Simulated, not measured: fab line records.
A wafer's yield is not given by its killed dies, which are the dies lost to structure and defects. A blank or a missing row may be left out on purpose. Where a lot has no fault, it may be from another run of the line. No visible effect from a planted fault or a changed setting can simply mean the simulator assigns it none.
A lot that was struck, set against a sound lot ; flow sky130 ; 21 steps out of a route of 708
Sound: these wafers, L875.1, L875.3, L875.6. Wafers L883.1, L883.2, L883.3 were the ones struck. The cause is named last.
At each step with rows: each side's tool, then ch and its chambers, then its first start. Under that, the readings that differ: sound wafers ; struck wafers ; difference of the means ; sigmas: that difference in standard deviations of wafers without a fault.
alike: words and numbers the same on both sides, and readings whose means are apart by under 2 such deviations; not compared: readings that were withheld, readings missing a value for some wafer, numbers with overlapping values and no deviation given by the record, and bounds like >300 which may hide the same value.
A row with sigmas, a row that says differs or no value, or rows on one side alone: a step with any of these is where the two part. Non-overlapping numbers with no deviation appear without sigmas and do not part them. A reading missing from all wafers of one side parts the sides only when that side holds two or more wafers.

first, 3 steps without rows for these wafers: SKY_LDD_P_EXPOSE_04 (exposes mask PSDM, target cd 380 nm); SKY_LDD_P_PEB_05; SKY_LDD_P_DEVELOP_06 (develop time 60 s).
SKY_LDD_P_CD_MEAS_07: target cd 380 nm.
  struck on cd_sem-01, day 23 15:53; sound on cd_sem-02, day 20 09:28
  alike: cd_nm
SKY_LDD_P_OVL_MEAS_08:
  struck on overlay-02, day 23 16:01; sound on overlay-01, day 20 09:35
  alike: LDD_P_OVL
following that, these wafers have no rows for 1 step: SKY_LDD_P_IMPLANT_09.
SKY_LDD_P_STRIP_10: strips in O2/N2.
  sound on plasma_asher-01 ch 0, day 20 09:46; struck on plasma_asher-02 ch 0,1, day 23 16:11
reading;sound;struck;difference;sigmas
drypump_motor_current_A (A);4.8 4.8 4.9;6.4 5.8 6.4;+1.4;+2
  alike: oes_product_au, strip_time_to_endpoint_s
  not compared: rf_hours_counter_h
SKY_LDD_P_TW_MEAS_11:
  struck on film_metro-04, day 23 16:17; sound on film_metro-04, day 20 09:52
  alike: LDD_P_TW
then, 4 steps without rows for these wafers: SKY_LDD_HVN_DEHYDRATE_00 (time 60 s); SKY_LDD_HVN_HMDS_01 (prime time 60 s); SKY_LDD_HVN_COAT_02 (resist thk 300 nm); SKY_LDD_HVN_SOFTBAKE_03 (time 60 s).
SKY_LDD_HVN_EXPOSE_04: exposes mask HVNTM, target cd 700 nm.
  sound on iline_stepper-02 ch 0, day 21 01:48; struck on iline_stepper-02 ch 0, day 24 07:26
reading;sound;struck;difference;sigmas
mask;HVNTM#0 HVNTM#0 HVNTM#0;PSDM#0 PSDM#0 PSDM#0;differs;
  alike: reticle_temp_C
then, 2 steps without rows for these wafers: SKY_LDD_HVN_PEB_05; SKY_LDD_HVN_DEVELOP_06 (develop time 60 s).
SKY_LDD_HVN_OVL_MEAS_07:
  struck on overlay-01, day 24 21:58; sound on overlay-02, day 21 16:55
reading;sound;struck;difference;sigmas
LDD_HVN_OVL (nm);-0.6 -2.4 -1.3;- - -;no value on the struck wafers;
following that, these wafers have no rows for 1 step: SKY_LDD_HVN_IMPLANT_08.
SKY_LDD_HVN_STRIP_09: strips in O2/N2.
  sound on plasma_asher-01 ch 0,1, day 21 17:06; struck on plasma_asher-02 ch 0,1, day 24 22:09
  alike: drypump_motor_current_A, oes_product_au, strip_time_to_endpoint_s
  not compared: rf_hours_counter_h
SKY_LDD_HVN_TW_MEAS_10:
  struck on film_metro-02, day 24 22:15; sound on film_metro-04, day 21 17:12
reading;sound;struck;difference;sigmas
LDD_HVN_TW;1426 1423 1423;30 30 30;-1394;-99 or more
then, 1 step without rows for these wafers: SKY_LDD_HVP_DEHYDRATE_00 (time 60 s).
-- record jumps: 24 days separate the struck wafers' starts on either side; left off in module LDD_HVP, taken up again in module PAD_OPEN, whose first shown step is the route's number 708 --
SKY_PAD_OPEN_PROBE_99:
  struck on prober-02, day 48 21:17; sound on prober-02, day 46 22:41
reading;sound;struck;difference;sigmas
model.etest.pfet_01v8.r_on_ohm_um;2891 2925 2895;5968 6052 6065;+3125;
model.etest.pfet_g5v0d10v5.r_on_ohm_um;4708 4811 4765;6262 6271 6282;+1510;
model.etest.pfet_16v.r_on_ohm_um;1.436e+04 1.476e+04 1.46e+04;1.522e+04 1.529e+04 1.522e+04;+6.700e+02;
model.etest.nfet_g5v0d10v5.r_on_ohm_um;1898 1919 1904;2252 2230 2263;+341;
model.etest.pfet_01v8.drive_ua_um;193.3 188.9 191.2;60.52 59.17 59.29;-131.47;
model.etest.pfet_01v8_lvt.drive_ua_um;175.5 173.1 174.2;74.5 73.67 73.89;-100.2;
model.etest.pfet_g5v0d10v5.drive_ua_um;345.6 333.6 338.7;248 248.8 248.3;-91;
model.etest.pfet_01v8_hvt.drive_ua_um;144.3 141.5 142.9;48.49 47.7 47.6;-94.97;

WHERE THEY PART
Last at SKY_LDD_HVN_TW_MEAS_10 as far as this record goes, first at SKY_LDD_P_STRIP_10.

WHY: whatever the simulator had introduced
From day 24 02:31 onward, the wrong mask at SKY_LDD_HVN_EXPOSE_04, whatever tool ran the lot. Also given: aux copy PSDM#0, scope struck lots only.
